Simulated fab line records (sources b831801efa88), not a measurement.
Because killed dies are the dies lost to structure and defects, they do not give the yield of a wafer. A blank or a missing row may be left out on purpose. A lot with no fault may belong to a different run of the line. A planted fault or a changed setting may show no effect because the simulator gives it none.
8D (eight disciplines) problem report, filled in by code -- flow gf180mcu -- the parts of the form that need people (team, actions taken, sign-off) are left out

== 1. THE ISSUE ==
Wafers free of any fault read 46.10 ohm/sq (standard deviation 0.095) for NSD_RS at GF_PSD_RS_MEAS_14, against a mean of 44.77 ohm/sq on 6 wafers of 2 lots. That is -14 standard deviations from the usual mean.
The step: measures by four-point-probe.
The first sign was on wafer L362.1 at day 17 11:24, on film-metro-02. The record holds 36 wafers of 12 lots with a number at this step. Rule for "out" (also "out of limits"): further than 4 standard deviations from the usual mean. The rest of the wafers with a number are treated as sound.

== 2. WHAT IT IS; WHAT IT IS NOT ==
question,is,is not
which readings at this step,NSD_RS,-
which lots,"L362, L365","L355, L357, L358, L360, L361, L370, L372, L373, L375, L376"
which wafers of those lots,all that have a number,-
read on which gauges,"film-metro-02, film-metro-03",film-metro-01
when,from day 17 11:24,"up to then (15 sound wafers); but 15 sound wafers of L370, L372, L373, L375, L376 came after"

== 3. WHAT RULES OUT EACH SUSPECT ==
Counting: a tool at a process step up to the reading stays a suspect if it ran every lot that is out and no sound lot after the first of them.
- the gauge at GF_PSD_RS_MEAS_14 is ruled out. Those wafers that are out were read across 2 gauges (film-metro-02, film-metro-03).
- implanter-01 at GF_NSD_IMPLANT_09: ruled out as a lasting fault. After its first lot that is out, L362 (day 16 12:30), sound lots L375 ran on it.
Left after counting: nothing in the record.

== 4. THE CAUSE (what the simulator had put in) ==
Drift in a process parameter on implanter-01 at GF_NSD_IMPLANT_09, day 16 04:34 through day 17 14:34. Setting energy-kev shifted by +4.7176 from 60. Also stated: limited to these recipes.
Counting ruled it out, wrongly: the rule takes a fault to strike every lot that its tool runs from its start on, and this one did not.

== 5. SEQUENCE OF EFFECTS, ordered by route ==
Each row: a reading whose mean over the struck wafers that have a number lies more than 3 standard deviations from the usual. Only readings whose record carries a usual standard deviation are examined. hours: median over the lots of the time between each lot's start at the first step of this table that gives one and its start at this step. sigmas: the change, counted in usual standard deviations.
hours,step,reading,usual,on struck wafers,change,sigmas
0,GF_NSD_IMPLANT_09,beam-energy-keV,60.000,64.706,+4.706,+99 or more
0,GF_NSD_STRIP_11,strip-time-to-endpoint-s,22.98 s,23.59,+0.61,+16
23,GF_PSD_RS_MEAS_14,NSD_RS,46.10 ohm/sq,44.77,-1.34,-14
The process steps in it:
- GF_NSD_IMPLANT_09
- GF_NSD_STRIP_11: strips in O2/N2.
Later measuring or inspecting steps at which every struck wafer that the step has a row for has a number for every such reading, and none has moved that far: GF_CONTACT_CD_MEAS_14.

== 6. WHAT WOULD HAVE CAUGHT IT SOONER ==
Counted from the fault's start at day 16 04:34, it took 31 hours until the first out-of-limits reading at a measuring or inspecting step in this record, taken at day 17 11:24.
At GF_NSD_IMPLANT_09, the tool's own readings (beam-energy-keV) were out on each struck wafer the step has a row for, so an alarm limit on them would have fired on the first such wafer.
